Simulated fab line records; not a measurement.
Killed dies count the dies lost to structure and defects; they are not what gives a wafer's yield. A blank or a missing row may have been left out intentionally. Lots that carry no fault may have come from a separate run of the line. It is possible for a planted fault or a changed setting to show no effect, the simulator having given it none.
fab line records	flow sky130
[record] lots = 13	wafers = 39	lastDay = 50
route steps=708 shown VT_ADJUST_LVTN@117 SONOS_TUNNEL@161 GATE_OXIDE@198 PAD_OPEN@708
lots untouched by any fault: they come from a run of this same line in which no faults occurred
startH: hours from the record's opening day to when the first of the lot's shown wafers began	waitH: hours since the lot's step before	" the same as in the row above	L1.1+2: a row that stands for several wafers	- no value present, or no start provided	* or withheld: withheld	< > ~ a bound
route shown NAME@n: names a module that has steps shown in the file, with the first one's number in the route	usual: the fault-free wafers' mean and standard deviation	same: alike in all rows	chamber/n: place in a boat	sites: each site's reading	_std_site: how widely they spread, as a standard deviation	_edge_site: inner sites' mean taken away from outer sites' mean	radiusMm: for every site, how far away it sits from the centre of the wafer	mask NAME#n: copy n	behind: the most recent tool/chamber to have shaped the wafer	hold: why the lot went on hold/how many hours it stayed there/how the hold came to an end	device: the n, p or np transistor that did not switch	end of line: tests run on the same wafers once the route is complete	for a step that has no rows: nothing shown but its recipe	killed: the dies lost at the first sort to structure and to defects; this is not the yield of the wafer	map: the dies of a wafer, with x for killed, . for not killed, _ for no die there
set.NAME: the setting that was run; set.NAME@STEP: the one run at that earlier step	model.NAME: the simulator's own value behind a step, which no gauge read
route steps across a sampled set of lots; one table per step, one row per wafer
services: when a tool's chamber went out of use (startH, in hours from the record's first day, below 0 if earlier), for how many hours, and the reason
[[steps]]
[step SKY_VT_ADJUST_LVTN_STRIP_20]
[recipe] chemistry = O2/N2	powerW = 1400	pressureMtorr = 1500	platenTempC = withheld	o2FlowSccm = 3000	n2FlowSccm = 300	overashFraction = 0.5
[usual] drypumpMotorCurrentA = 6.0/0.53	o2FlowSccm = 3001/8.9	oesProductAu = 0.715/0.0045	stripTimeToEndpointS = 14.17/0.044
lot.wafer	tool	chamber	startH	waitH	drypumpMotorCurrentA	o2FlowSccm	oesProductAu	rfHoursCounterH	stripTimeToEndpointS
L969.2	plasmaAsher-04	0	176.08	0.1	6.4	3013	0.718	46	14.17
L969.3	"	1	"	"	6.4	2997	0.720	-	14.13
L969.5	"	0	"	"	6.4	3017	0.724	-	14.16
L970.2	plasmaAsher-01	0	183.96	0.1	5.9	2999	0.710	51	14.20
L970.3	"	0	"	"	5.9	3000	0.716	-	14.21
L970.4	"	1	"	"	5.7	3000	0.713	-	14.16
L975.1	plasmaAsher-01	0	212.21	0.1	5.9	2991	0.716	54	14.18
L975.5	"	1	"	"	5.7	3001	0.715	-	14.19
L975.6	"	0	"	"	5.9	2989	0.718	-	14.12
L976.1	plasmaAsher-01	0	220.20	0.1	5.9	3000	0.718	55	14.12
L976.3	"	0	"	"	5.9	3000	0.716	-	14.12
L976.6	"	1	"	"	5.7	3018	0.700	-	14.13
L981.1	plasmaAsher-04	1	263.79	0.1	6.4	2997	0.721	54	14.20
L981.3	"	0	"	"	6.4	3000	0.715	-	14.18
L981.4	"	1	"	"	6.4	3002	0.716	-	14.20
L982.2	plasmaAsher-01	1	268.41	0.1	5.7	2992	0.714	60	14.17
L982.3	"	0	"	"	5.9	3005	0.723	-	14.14
L982.4	"	1	"	"	5.7	2987	0.714	-	14.18
L983.1	plasmaAsher-01	1	275.44	0.1	5.7	3015	0.716	61	14.21
L983.4	"	0	"	"	5.9	2990	0.720	-	14.23
L983.6	"	0	"	"	5.9	3007	0.712	-	14.24
L984.2	plasmaAsher-01	0	277.19	0.1	5.9	3003	0.713	61	14.14
L984.3	"	1	"	"	5.7	2991	0.719	-	14.20
L984.5	"	0	"	"	5.9	3012	0.718	-	14.16
L985.1	plasmaAsher-02	1	284.21	0.1	4.9	3010	0.713	15	14.13
L985.3	"	0	"	"	6.6	2986	0.716	-	14.16
L985.5	"	1	"	"	4.9	3001	0.719	-	14.13
L986.3	plasmaAsher-02	0	295.28	0.1	6.6	3013	0.709	-	14.26
L986.4	"	1	"	"	4.8	2997	0.715	-	14.29
L986.6	"	0	"	"	6.5	3016	0.720	-	14.29
L987.1	plasmaAsher-04	1	301.89	0.1	6.5	2998	0.716	58	14.19
L987.5	"	0	"	"	6.5	3020	0.723	-	14.19
L987.6	"	1	"	"	6.5	2997	0.718	-	14.16
L988.1	plasmaAsher-04	0	307.89	0.1	6.4	3003	0.720	59	14.16
L988.4	"	1	"	"	6.4	3009	0.709	-	14.07
L988.5	"	1	"	"	6.4	3005	0.713	-	14.13
L990.3	plasmaAsher-01	1	318.89	0.1	5.7	3002	0.720	-	14.18
L990.5	"	0	"	"	5.9	2999	0.717	-	14.17
L990.6	"	1	"	"	5.7	3005	0.714	-	14.17
[step SKY_SONOS_TUNNEL_CD_MEAS_07]
[recipe] targetCdNm = 410
[usual] cdNm = 409.7/2.4
lot.wafer	tool	chamber	startH	waitH	cdNm
L969.2	cdSem-02	-	266.64	0.1	408.0
L969.3	"	-	"	"	407.2
L969.5	"	-	"	"	409.7
L970.2	cdSem-02	-	277.74	0.1	409.8
L970.3	"	-	"	"	408.8
L970.4	"	-	"	"	408.7
L975.1	cdSem-02	-	310.01	0.1	412.0
L975.5	"	-	"	"	411.8
L975.6	"	-	"	"	414.5
L976.1	cdSem-02	-	319.49	0.1	412.1
L976.3	"	-	"	"	411.4
L976.6	"	-	"	"	410.1
L981.1	cdSem-02	-	368.57	0.1	406.0
L981.3	"	-	"	"	406.3
L981.4	"	-	"	"	406.5
L982.2	cdSem-02	-	375.01	0.1	411.2
L982.3	"	-	"	"	410.7
L982.4	"	-	"	"	412.6
L983.1	cdSem-01	-	382.61	0.1	411.9
L983.4	"	-	"	"	412.1
L983.6	"	-	"	"	409.8
L984.2	cdSem-02	-	384.59	0.1	408.0
L984.3	"	-	"	"	407.7
L984.5	"	-	"	"	408.9
L985.1	cdSem-01	-	393.19	0.1	410.3
L985.3	"	-	"	"	411.1
L985.5	"	-	"	"	410.9
L986.3	cdSem-01	-	406.38	0.1	411.6
L986.4	"	-	"	"	413.1
L986.6	"	-	"	"	411.8
L987.1	cdSem-02	-	412.29	0.1	406.8
L987.5	"	-	"	"	408.4
L987.6	"	-	"	"	407.0
L988.1	cdSem-01	-	421.64	0.1	407.1
L988.4	"	-	"	"	406.8
L988.5	"	-	"	"	408.2
L990.3	cdSem-02	-	433.78	0.1	412.9
L990.5	"	-	"	"	411.9
L990.6	"	-	"	"	412.4
[step SKY_SONOS_TUNNEL_TW_MEAS_12]
[usual] SONOS_TUNNEL_TW = 199.0/1.6
lot.wafer	tool	chamber	startH	waitH	SONOS_TUNNEL_TW
L969.2	filmMetro-01	-	267.22	0.0	200.6
L969.3	"	-	"	"	199.8
L969.5	"	-	"	"	199.8
L970.2	filmMetro-03	-	278.32	0.0	199.2
L970.3	"	-	"	"	198.7
L970.4	"	-	"	"	199.8
L975.1	filmMetro-02	-	310.61	0.0	198.9
L975.5	"	-	"	"	198.9
L975.6	"	-	"	"	200.3
L976.1	filmMetro-03	-	320.08	0.0	196.4
L976.3	"	-	"	"	196.3
L976.6	"	-	"	"	196.5
L981.1	filmMetro-02	-	369.15	0.0	202.0
L981.3	"	-	"	"	202.9
L981.4	"	-	"	"	202.0
L982.2	filmMetro-01	-	375.57	0.0	198.3
L982.3	"	-	"	"	199.1
L982.4	"	-	"	"	198.5
L983.1	filmMetro-03	-	383.18	0.0	197.3
L983.4	"	-	"	"	197.7
L983.6	"	-	"	"	196.7
L984.2	filmMetro-03	-	385.15	0.0	199.1
L984.3	"	-	"	"	199.4
L984.5	"	-	"	"	198.7
L985.1	filmMetro-03	-	393.76	0.0	199.2
L985.3	"	-	"	"	199.0
L985.5	"	-	"	"	199.2
L986.3	filmMetro-03	-	406.93	0.0	199.2
L986.4	"	-	"	"	198.5
L986.6	"	-	"	"	198.9
L987.1	filmMetro-03	-	412.93	0.1	196.6
L987.5	"	-	"	"	196.7
L987.6	"	-	"	"	197.1
L988.1	filmMetro-01	-	422.22	0.0	199.4
L988.4	"	-	"	"	199.4
L988.5	"	-	"	"	199.4
L990.3	filmMetro-03	-	434.35	0.0	199.6
L990.5	"	-	"	"	199.6
L990.6	"	-	"	"	199.3
[step SKY_GATE_OXIDE_IMPLANT_11]
[recipe] species = B	energyKev = 10	doseCm2 = 2.6e+12	tiltDeg = withheld
[usual] beamEnergyKeV = 10.000/0.0034
lot.wafer	tool	chamber	startH	waitH	beamEnergyKeV
L969.2	implanter-02	0	328.10	0.0	10.003
L969.3	"	0	"	"	10.005
L969.5	"	0	"	"	10.000
L970.2	implanter-03	0	336.30	0.0	10.000
L970.3	"	0	"	"	9.998
L970.4	"	0	"	"	9.997
L975.1	implanter-02	0	373.56	0.0	11.144
L975.5	"	0	"	"	11.138
L975.6	"	0	"	"	11.148
L976.1	implanter-02	0	384.69	0.0	11.150
L976.3	"	0	"	"	11.148
L976.6	"	0	"	"	11.154
L981.1	implanter-01	0	435.91	0.0	9.999
L981.3	"	0	"	"	9.996
L981.4	"	0	"	"	10.004
L982.2	implanter-02	0	445.05	0.0	9.999
L982.3	"	0	"	"	9.995
L982.4	"	0	"	"	10.005
L983.1	implanter-03	0	454.91	0.0	9.997
L983.4	"	0	"	"	10.006
L983.6	"	0	"	"	10.006
L984.2	implanter-01	0	456.68	0.0	10.006
L984.3	"	0	"	"	10.001
L984.5	"	0	"	"	10.003
L985.1	implanter-01	0	464.44	0.0	9.998
L985.3	"	0	"	"	9.997
L985.5	"	0	"	"	10.002
L986.3	implanter-03	0	476.14	0.1	9.999
L986.4	"	0	"	"	10.002
L986.6	"	0	"	"	10.000
L987.1	implanter-03	0	480.28	0.0	9.996
L987.5	"	0	"	"	9.996
L987.6	"	0	"	"	9.997
L988.1	implanter-03	0	491.18	0.0	9.993
L988.4	"	0	"	"	9.999
L988.5	"	0	"	"	9.998
L990.3	implanter-03	0	503.79	0.1	10.001
L990.5	"	0	"	"	10.001
L990.6	"	0	"	"	10.004
[step SKY_PAD_OPEN_PROBE_99]
[usual] killed_at_M0_to_M3 = 43/7.6	killed_at_M4_up = 2.9/1.7	killedAtContacts = 24/5.5	killedAtFrontEnd = 15/4.2	killedAtOther = 0.3/0.52	killedDies = 86/9.4	killedOnRim = 17/4	killedOpen = 47/7	killedShort = 39/6.4
[same] grossDies = 492	killedAtBackSide = 0
lot.wafer	tool	chamber	startH	waitH	killed_at_M0_to_M3	killed_at_M4_up	killedAtContacts	killedAtFrontEnd	killedAtOther	killedDies	killedOnRim	killedOpen	killedShort
L969.2	prober-01	-	1091.28	0.1	45	1	26	9	0	81	18	52	29
L969.3	prober-01	-	1091.33	0.2	46	5	26	14	1	92	17	55	37
L969.5	prober-01	-	1091.43	0.2	48	2	26	18	1	95	23	41	54
L970.2	prober-02	-	1098.00	0.1	37	2	24	15	0	78	18	44	34
L970.3	prober-02	-	1098.05	0.2	55	5	13	14	0	87	15	44	42
L970.4	prober-02	-	1098.10	0.2	37	1	43	16	0	97	14	57	40
L975.1	prober-02	-	1122.48	0.1	36	7	21	17	0	81	12	45	36
L975.5	prober-02	-	1122.68	0.2	43	2	36	16	2	99	19	51	47
L975.6	prober-02	-	1122.73	0.2	38	2	27	13	0	80	17	35	44
L976.1	prober-01	-	1130.64	0.1	52	7	28	22	1	110	24	63	47
L976.3	prober-01	-	1130.74	0.2	34	4	31	16	0	85	16	50	35
L976.6	prober-01	-	1130.89	0.2	38	1	32	12	0	83	17	42	41
L981.1	prober-02	-	1163.65	0.1	51	5	18	10	0	84	21	46	38
L981.3	prober-02	-	1163.75	0.2	61	6	25	10	0	102	28	52	50
L981.4	prober-02	-	1163.80	0.2	53	4	21	11	1	90	15	47	43
L982.2	prober-01	-	1169.46	0.1	57	8	28	18	0	111	26	54	57
L982.3	prober-01	-	1169.51	0.2	39	5	27	13	2	86	17	49	37
L982.4	prober-01	-	1169.56	0.2	46	1	29	15	0	91	21	48	43
L983.1	prober-02	-	1173.18	0.1	43	4	28	14	0	89	27	41	48
L983.4	prober-02	-	1173.33	0.2	56	4	19	15	0	94	25	43	51
L983.6	prober-02	-	1173.43	0.2	24	4	38	21	0	87	17	49	38
L984.2	prober-01	-	1176.93	0.1	35	2	21	8	0	66	11	45	21
L984.3	prober-01	-	1176.98	0.2	41	1	26	12	0	80	16	46	34
L984.5	prober-01	-	1177.08	0.2	43	2	17	19	0	81	13	48	33
L985.1	prober-02	-	1179.78	0.1	58	3	16	19	0	96	13	62	34
L985.3	prober-02	-	1179.88	0.2	40	1	30	15	1	87	17	49	38
L985.5	prober-02	-	1179.98	0.2	51	4	26	14	1	96	22	48	47
L986.3	prober-01	-	1185.45	0.2	45	1	31	22	1	100	18	59	41
L986.4	prober-01	-	1185.50	0.2	37	3	33	7	0	80	17	44	36
L986.6	prober-01	-	1185.60	0.2	42	4	26	19	0	91	17	49	40
L987.1	prober-02	-	1190.13	0.1	53	3	21	21	0	98	20	51	47
L987.5	prober-02	-	1190.33	0.2	39	5	16	13	1	74	21	44	30
L987.6	prober-02	-	1190.38	0.2	48	2	22	22	0	94	17	56	38
L988.1	prober-01	-	1192.10	0.1	42	6	26	15	0	89	16	50	39
L988.4	prober-01	-	1192.25	0.2	35	1	28	20	0	84	13	45	39
L988.5	prober-01	-	1192.30	0.2	44	3	25	24	0	96	19	50	46
L990.3	prober-01	-	1198.93	0.2	43	3	26	17	0	89	20	51	37
L990.5	prober-01	-	1199.03	0.2	41	5	18	16	0	80	14	44	35
L990.6	prober-01	-	1199.08	0.2	47	1	26	13	0	87	20	40	47
// killed by level:class
L969.2 VIA1:geometricParticle:open=13 CONTACT:geometricParticle:open=10 LI_CONTACT:geometricParticle:open=9 VIA2:geometricParticle:open=9 METAL1:geometricParticle:short=6 VIA1:geometricParticle:short=6 LOCAL_INTERCONNECT:geometricParticle:short=4 FIELD_ISO:geometricParticle:open=3
L969.3 CONTACT:geometricParticle:open=10 LI_CONTACT:geometricParticle:open=10 VIA1:geometricParticle:open=10 VIA2:geometricParticle:open=9 FIELD_ISO:geometricParticle:short=5 METAL2:geometricParticle:short=5 VIA2:geometricParticle:short=4 METAL1:geometricParticle:short=4
L969.5 CONTACT:geometricParticle:open=11 VIA1:geometricParticle:short=10 VIA1:geometricParticle:open=9 METAL1:geometricParticle:short=7 LI_CONTACT:geometricParticle:open=6 CONTACT:geometricParticle:short=5 FIELD_ISO:geometricParticle:short=4 POLY_GATE:geometricParticle:short=4
L970.2 CONTACT:geometricParticle:open=10 VIA1:geometricParticle:open=9 LI_CONTACT:geometricParticle:open=6 POLY_GATE:geometricParticle:open=5 LOCAL_INTERCONNECT:geometricParticle:short=5 METAL1:geometricParticle:short=5 METAL2:geometricParticle:short=5 FIELD_ISO:geometricParticle:open=3
L970.3 VIA1:geometricParticle:open=15 VIA3:geometricParticle:open=9 VIA1:geometricParticle:short=7 POLY_GATE:geometricParticle:short=5 CONTACT:geometricParticle:open=5 METAL2:geometricParticle:short=5 VIA2:geometricParticle:open=5 FIELD_ISO:geometricParticle:open=4
L970.4 CONTACT:geometricParticle:open=18 LOCAL_INTERCONNECT:geometricParticle:short=12 VIA1:geometricParticle:open=10 POLY_GATE:geometricParticle:open=6 LI_CONTACT:geometricParticle:open=6 VIA3:geometricParticle:open=5 VIA2:geometricParticle:open=5 METAL3:geometricParticle:short=4
L975.1 VIA1:geometricParticle:open=9 LI_CONTACT:geometricParticle:open=8 FIELD_ISO:geometricParticle:short=5 VIA3:geometricParticle:open=5 CONTACT:geometricParticle:open=5 VIA2:geometricParticle:open=4 POLY_GATE:geometricParticle:short=4 LOCAL_INTERCONNECT:geometricParticle:open=4
L975.5 CONTACT:geometricParticle:open=14 VIA2:geometricParticle:open=8 LI_CONTACT:geometricParticle:open=7 CONTACT:geometricParticle:short=7 LOCAL_INTERCONNECT:geometricParticle:short=6 METAL1:geometricParticle:short=6 VIA1:geometricParticle:short=6 METAL2:geometricParticle:short=6
L975.6 CONTACT:geometricParticle:open=8 LI_CONTACT:geometricParticle:open=8 VIA1:geometricParticle:short=7 LI_CONTACT:geometricParticle:short=6 METAL2:geometricParticle:short=6 VIA2:geometricParticle:short=5 VIA1:geometricParticle:open=4 VIA2:geometricParticle:open=4
L976.1 VIA1:geometricParticle:open=14 VIA3:geometricParticle:open=10 LI_CONTACT:geometricParticle:open=8 FIELD_ISO:geometricParticle:short=7 CONTACT:geometricParticle:open=7 CONTACT:geometricParticle:short=6 METAL1:geometricParticle:short=6 POLY_GATE:geometricParticle:short=4
L976.3 LI_CONTACT:geometricParticle:open=11 CONTACT:geometricParticle:open=11 VIA3:geometricParticle:open=9 METAL2:geometricParticle:short=7 VIA1:geometricParticle:open=7 FIELD_ISO:geometricParticle:open=5 CONTACT:geometricParticle:short=5 METAL1:geometricParticle:short=5
L976.6 CONTACT:geometricParticle:open=11 VIA3:geometricParticle:open=9 VIA1:geometricParticle:open=8 METAL1:geometricParticle:short=7 CONTACT:geometricParticle:short=7 LOCAL_INTERCONNECT:geometricParticle:short=6 POLY_GATE:geometricParticle:short=4 LI_CONTACT:geometricParticle:open=4
L981.1 VIA1:geometricParticle:open=10 CONTACT:geometricParticle:open=8 VIA2:geometricParticle:open=7 METAL2:geometricParticle:short=6 VIA3:geometricParticle:open=6 VIA2:geometricParticle:short=5 METAL1:geometricParticle:short=5 VIA1:geometricParticle:short=5
L981.3 VIA1:geometricParticle:short=9 VIA2:geometricParticle:open=9 LI_CONTACT:geometricParticle:open=8 CONTACT:geometricParticle:open=8 VIA1:geometricParticle:open=8 CONTACT:geometricParticle:short=7 METAL1:geometricParticle:short=7 VIA3:geometricParticle:open=7
L981.4 VIA2:geometricParticle:open=11 VIA3:geometricParticle:open=7 VIA1:geometricParticle:open=7 METAL2:geometricParticle:short=6 LI_CONTACT:geometricParticle:open=6 CONTACT:geometricParticle:open=6 VIA2:geometricParticle:short=5 VIA3:geometricParticle:short=5
L982.2 METAL1:geometricParticle:short=11 CONTACT:geometricParticle:open=10 VIA1:geometricParticle:open=8 VIA3:geometricParticle:open=7 CONTACT:geometricParticle:short=6 METAL2:geometricParticle:short=6 METAL3:geometricParticle:short=6 METAL4:geometricParticle:short=5
L982.3 CONTACT:geometricParticle:open=11 VIA1:geometricParticle:open=9 LI_CONTACT:geometricParticle:open=7 METAL1:geometricParticle:short=7 VIA3:geometricParticle:open=6 CONTACT:geometricParticle:short=5 VIA2:geometricParticle:open=5 METAL4:geometricParticle:short=5
L982.4 VIA1:geometricParticle:open=12 CONTACT:geometricParticle:open=12 METAL1:geometricParticle:short=9 VIA3:geometricParticle:open=9 LOCAL_INTERCONNECT:geometricParticle:short=6 LI_CONTACT:geometricParticle:open=5 POLY_GATE:geometricParticle:short=4 METAL2:geometricParticle:short=4
L983.1 CONTACT:geometricParticle:open=9 METAL1:geometricParticle:short=8 METAL2:geometricParticle:short=8 LI_CONTACT:geometricParticle:open=7 VIA1:geometricParticle:open=7 VIA2:geometricParticle:open=6 VIA2:geometricParticle:short=5 FIELD_ISO:geometricParticle:short=4
L983.4 METAL1:geometricParticle:short=9 METAL2:geometricParticle:short=9 VIA1:geometricParticle:open=8 VIA2:geometricParticle:open=8 CONTACT:geometricParticle:open=6 VIA1:geometricParticle:short=6 CONTACT:geometricParticle:short=5 VIA3:geometricParticle:open=5
L983.6 CONTACT:geometricParticle:open=13 LI_CONTACT:geometricParticle:open=10 LI_CONTACT:geometricParticle:short=8 FIELD_ISO:geometricParticle:open=6 FIELD_ISO:geometricParticle:short=5 POLY_GATE:geometricParticle:open=4 VIA1:geometricParticle:open=4 CONTACT:geometricParticle:short=4
L984.2 VIA1:geometricParticle:open=9 CONTACT:geometricParticle:open=8 LI_CONTACT:geometricParticle:open=7 VIA2:geometricParticle:open=7 VIA1:geometricParticle:short=5 LOCAL_INTERCONNECT:geometricParticle:short=4 VIA3:geometricParticle:open=4 FIELD_ISO:geometricParticle:short=2
L984.3 VIA1:geometricParticle:open=9 CONTACT:geometricParticle:open=8 LOCAL_INTERCONNECT:geometricParticle:short=6 POLY_GATE:geometricParticle:open=5 LI_CONTACT:geometricParticle:open=5 CONTACT:geometricParticle:short=5 VIA2:geometricParticle:open=5 VIA1:geometricParticle:short=5
L984.5 VIA1:geometricParticle:open=11 FIELD_ISO:geometricParticle:short=8 VIA3:geometricParticle:open=8 CONTACT:geometricParticle:open=7 VIA1:geometricParticle:short=7 VIA2:geometricParticle:open=6 LI_CONTACT:geometricParticle:open=4 METAL1:geometricParticle:short=4
L985.1 VIA1:geometricParticle:open=16 VIA2:geometricParticle:open=11 FIELD_ISO:geometricParticle:short=9 CONTACT:geometricParticle:open=9 VIA3:geometricParticle:open=6 FIELD_ISO:geometricParticle:open=5 METAL2:geometricParticle:open=5 METAL2:geometricParticle:short=5
L985.3 CONTACT:geometricParticle:open=12 LI_CONTACT:geometricParticle:open=9 VIA3:geometricParticle:open=7 FIELD_ISO:geometricParticle:open=6 VIA1:geometricParticle:short=6 FIELD_ISO:geometricParticle:short=5 METAL2:geometricParticle:short=5 VIA1:geometricParticle:open=5
L985.5 VIA1:geometricParticle:open=18 CONTACT:geometricParticle:open=11 VIA1:geometricParticle:short=10 CONTACT:geometricParticle:short=7 FIELD_ISO:geometricParticle:short=6 VIA2:geometricParticle:open=6 METAL1:geometricParticle:short=5 FIELD_ISO:geometricParticle:open=4
L986.3 CONTACT:geometricParticle:open=14 VIA1:geometricParticle:open=13 LI_CONTACT:geometricParticle:open=8 POLY_GATE:geometricParticle:open=7 VIA1:geometricParticle:short=7 METAL3:geometricParticle:short=5 METAL1:geometricParticle:short=5 VIA2:geometricParticle:open=5
L986.4 VIA1:geometricParticle:open=9 CONTACT:geometricParticle:open=7 VIA2:geometricParticle:open=7 LI_CONTACT:geometricParticle:open=7 CONTACT:geometricParticle:short=7 LOCAL_INTERCONNECT:geometricParticle:short=5 VIA1:geometricParticle:short=5 LI_CONTACT:geometricParticle:short=4
L986.6 VIA1:geometricParticle:open=17 CONTACT:geometricParticle:open=9 METAL2:geometricParticle:short=7 LI_CONTACT:geometricParticle:open=5 LOCAL_INTERCONNECT:geometricParticle:short=5 VIA1:geometricParticle:short=5 POLY_GATE:geometricParticle:open=4 POLY_GATE:geometricParticle:short=4
L987.1 VIA1:geometricParticle:open=13 METAL2:geometricParticle:short=10 VIA2:geometricParticle:open=9 CONTACT:geometricParticle:open=6 LI_CONTACT:geometricParticle:open=5 VIA1:geometricParticle:short=5 POLY_GATE:geometricParticle:short=4 LOCAL_INTERCONNECT:geometricParticle:short=4
L987.5 VIA1:geometricParticle:open=8 METAL2:geometricParticle:short=7 VIA3:geometricParticle:open=6 VIA2:geometricParticle:open=6 CONTACT:geometricParticle:open=5 POLY_GATE:geometricParticle:open=4 CONTACT:geometricParticle:short=4 FIELD_ISO:geometricParticle:open=3
L987.6 VIA3:geometricParticle:open=14 CONTACT:geometricParticle:open=8 VIA1:geometricParticle:open=8 LI_CONTACT:geometricParticle:open=7 POLY_GATE:geometricParticle:open=6 VIA1:geometricParticle:short=6 FIELD_ISO:geometricParticle:open=5 FIELD_ISO:geometricParticle:short=4
L988.1 CONTACT:geometricParticle:open=11 LI_CONTACT:geometricParticle:open=7 METAL1:geometricParticle:short=7 VIA2:geometricParticle:open=7 VIA1:geometricParticle:open=6 FIELD_ISO:geometricParticle:open=5 METAL3:geometricParticle:short=5 POLY_GATE:geometricParticle:short=4
L988.4 FIELD_ISO:geometricParticle:open=8 CONTACT:geometricParticle:open=8 VIA2:geometricParticle:open=8 LI_CONTACT:geometricParticle:short=7 VIA3:geometricParticle:open=7 METAL2:geometricParticle:short=6 FIELD_ISO:geometricParticle:short=5 LOCAL_INTERCONNECT:geometricParticle:short=5
L988.5 CONTACT:geometricParticle:open=12 VIA1:geometricParticle:open=11 POLY_GATE:geometricParticle:short=7 METAL1:geometricParticle:short=7 VIA3:geometricParticle:open=7 FIELD_ISO:geometricParticle:open=6 METAL2:geometricParticle:short=6 POLY_GATE:geometricParticle:open=5
L990.3 VIA1:geometricParticle:open=11 CONTACT:geometricParticle:open=9 VIA3:geometricParticle:open=8 METAL1:geometricParticle:short=6 POLY_GATE:geometricParticle:short=5 LI_CONTACT:geometricParticle:open=5 CONTACT:geometricParticle:short=5 VIA2:geometricParticle:open=4
L990.5 VIA1:geometricParticle:open=9 CONTACT:geometricParticle:open=8 METAL1:geometricParticle:short=6 VIA2:geometricParticle:open=6 POLY_GATE:geometricParticle:short=5 LI_CONTACT:geometricParticle:open=5 VIA2:geometricParticle:short=5 METAL2:geometricParticle:short=4
L990.6 VIA1:geometricParticle:open=12 CONTACT:geometricParticle:open=9 FIELD_ISO:geometricParticle:short=7 LOCAL_INTERCONNECT:geometricParticle:short=7 VIA1:geometricParticle:short=7 METAL2:geometricParticle:short=7 VIA3:geometricParticle:open=7 LI_CONTACT:geometricParticle:open=4
[[services]]
tool	chamber	startH	hours	kind
implanter-03	-	163.28	9.8	repair
plasmaAsher-04	-	202.63	2.8	pm
implanter-03	-	232.77	2.1	repair
plasmaAsher-02	-	232.91	1.6	repair
plasmaAsher-02	-	235.55	0.8	repair
implanter-02	-	252.25	2.7	repair
implanter-01	-	276.90	2.2	repair
plasmaAsher-01	-	281.11	2.8	pm
implanter-03	-	316.27	5.9	repair
implanter-03	-	317.81	1.9	repair
implanter-02	-	325.12	0.6	repair
implanter-03	-	338.10	2.6	repair
implanter-03	-	340.23	2.8	repair
implanter-03	-	346.04	9.6	pm
plasmaAsher-01	-	346.57	3.3	pm
implanter-02	-	376.37	3.1	pm
plasmaAsher-01	-	381.34	15.6	pm
plasmaAsher-04	-	385.59	1.0	repair
implanter-03	-	405.20	1.7	repair
plasmaAsher-04	-	413.98	1.1	repair
plasmaAsher-04	-	421.25	9.0	pm
plasmaAsher-01	-	445.88	14.6	pm
implanter-03	-	464.57	4.0	pm
implanter-01	-	489.97	2.3	pm
[[key]]
[firstSign] step = SKY_GATE_OXIDE_IMPLANT_11	reading = beamEnergyKeV	direction = up	sigmas = 99+	usual = *	struck = *
effect none on later readings
metAt SKY_GATE_OXIDE_IMPLANT_11
struckLots L975,L976
testerLeftOut L975,L976
notActingAt SKY_VT_ADJUST_LVTN_STRIP_20,SKY_SONOS_TUNNEL_CD_MEAS_07,SKY_SONOS_TUNNEL_TW_MEAS_12
onsetBetween 328.10 373.56
[fault] kind = processParameterDrift	tool = implanter-02	chamber = -	onsetH = 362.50	steps = SKY_GATE_OXIDE_IMPLANT_11	channel = energyKev	offset = *	shape = step	endH = 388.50	actsIn = *	stated = *
// testerLeftOut: of these lots the tester's yield and bins aren't shown, on N5 and GAA mostly nor the transistor test; their killed dies are dies lost to structure and defects alone, not to doping, threshold or leakage, so they don't give the yield
